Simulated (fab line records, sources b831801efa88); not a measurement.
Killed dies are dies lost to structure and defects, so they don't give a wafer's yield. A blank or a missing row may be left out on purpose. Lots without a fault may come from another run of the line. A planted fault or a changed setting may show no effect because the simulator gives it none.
Problem report in the 8D (eight disciplines) form, filled by code | flow sfq_line | the parts of the form that need people (team, actions taken, sign-off) are left out

1. THE PROBLEM
heater_power_total_W at SFQ_TRILAYER_I4_VIA_LITHO_PEB_106 reads a mean of 81.83 W on 6 wafers of 2 lots; wafers without a fault read 79.16 W with a standard deviation of 0.061. That is +44 standard deviations from the usual mean.
The step: peb time 60 s.
First seen on wafer L253.3, day 57 04:40, on litho_track-01. The record holds 18 wafers of 6 lots with a number at this step. Rule for "out", or "out of limits": more than 4 standard deviations from the usual mean. The other wafers with a number count as sound.

2. WHAT IT IS AND WHAT IT IS NOT
question                    | is                                 | is not
which readings at this step | heater_power_total_W, plate_temp_C | -
which lots                  | L253, L256                         | L247, L252, L257, L258
which wafers of those lots  | all that have a number             | -
read on which tools         | litho_track-01                     | litho_track-03
when                        | from day 57 04:40                  | up to then (6 sound wafers); but 6 sound wafers of L257, L258 came after

3. SUSPECTS, AND WHAT RULES EACH OUT
Counting: a tool at a process step up to the reading stays a suspect if it ran every lot that is out and no sound lot after the first of them.
- rie_metal-03 at SFQ_TRILAYER_M4_BARC_OPEN_METAL_ETCH_123 (etches BARC in O2, target depth 125 nm, time 41.7 s): kept. It ran every lot that is out, first L253 (day 51 04:57), and no sound lot after that.
- rie_metal-03 at SFQ_TRILAYER_M4_ETCH_METAL_ETCH_096 (etches Nb in Cl2/Ar, stops on SiO2, target depth 240 nm, time 120 s): kept. It ran every lot that is out, first L253 (day 51 05:02), and no sound lot after that.
- rie_metal-03 at SFQ_TRILAYER_M4_STRIP_STRIP_097 (strips in O2): kept. It ran every lot that is out, first L253 (day 51 05:19), and no sound lot after that.
- pecvd-02 at SFQ_TRILAYER_I4_DEP_PECVD_099 (deposits SiO2 from SiH4/N2O, time 111.11 s, target thk 500 nm): kept. It ran every lot that is out, first L253 (day 51 06:04), and no sound lot after that; its last sound lot up to then is L252 (day 51 01:51).
- litho_track-01 at SFQ_TRILAYER_I4_VIA_LITHO_PEB_106 (peb time 60 s): kept. It ran every lot that is out, first L253 (day 57 04:40), and no sound lot after that; its last sound lot up to then is L252 (day 56 21:27). Its own readings are out on those wafers: heater_power_total_W, plate_temp_C.
Left after counting: rie_metal-03 at SFQ_TRILAYER_M4_BARC_OPEN_METAL_ETCH_123, rie_metal-03 at SFQ_TRILAYER_M4_ETCH_METAL_ETCH_096, rie_metal-03 at SFQ_TRILAYER_M4_STRIP_STRIP_097, pecvd-02 at SFQ_TRILAYER_I4_DEP_PECVD_099, litho_track-01 at SFQ_TRILAYER_I4_VIA_LITHO_PEB_106.

4. THE CAUSE (what the simulator had put in)
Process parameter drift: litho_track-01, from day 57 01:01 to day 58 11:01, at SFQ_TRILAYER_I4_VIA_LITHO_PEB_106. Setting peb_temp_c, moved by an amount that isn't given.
Counting left 5 suspects, and this tool is among them.

5. THE CHAIN OF EFFECTS, in route order
Each row: a reading whose mean over the struck wafers that have a number lies more than 3 standard deviations from the usual. Only readings for which the record gives a usual standard deviation are gone through. hours: the time from each lot's start at the first step in this table that gives one to its start at this step, as a median over the lots. sigmas: the change in usual standard deviations.
hours | step                              | reading              | usual    | on struck wafers | change | sigmas
0     | SFQ_TRILAYER_I4_VIA_LITHO_PEB_106 | heater_power_total_W | 79.16 W  | 81.83            | +2.67  | +44
0     | SFQ_TRILAYER_I4_VIA_LITHO_PEB_106 | plate_temp_C         | 115.01 C | 117.90           | +2.89  | +26
The process steps in it:
- SFQ_TRILAYER_I4_VIA_LITHO_PEB_106: peb time 60 s.
Later measuring or inspecting steps at which every struck wafer that the step has a row for has a number for every such reading, and none has moved that far: SFQ_I4_OVL_MEAS_928.

6. WHAT WOULD HAVE CAUGHT IT SOONER
In this record the first reading out of limits was taken at day 57 04:40, 4 hours after the fault began at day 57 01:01.
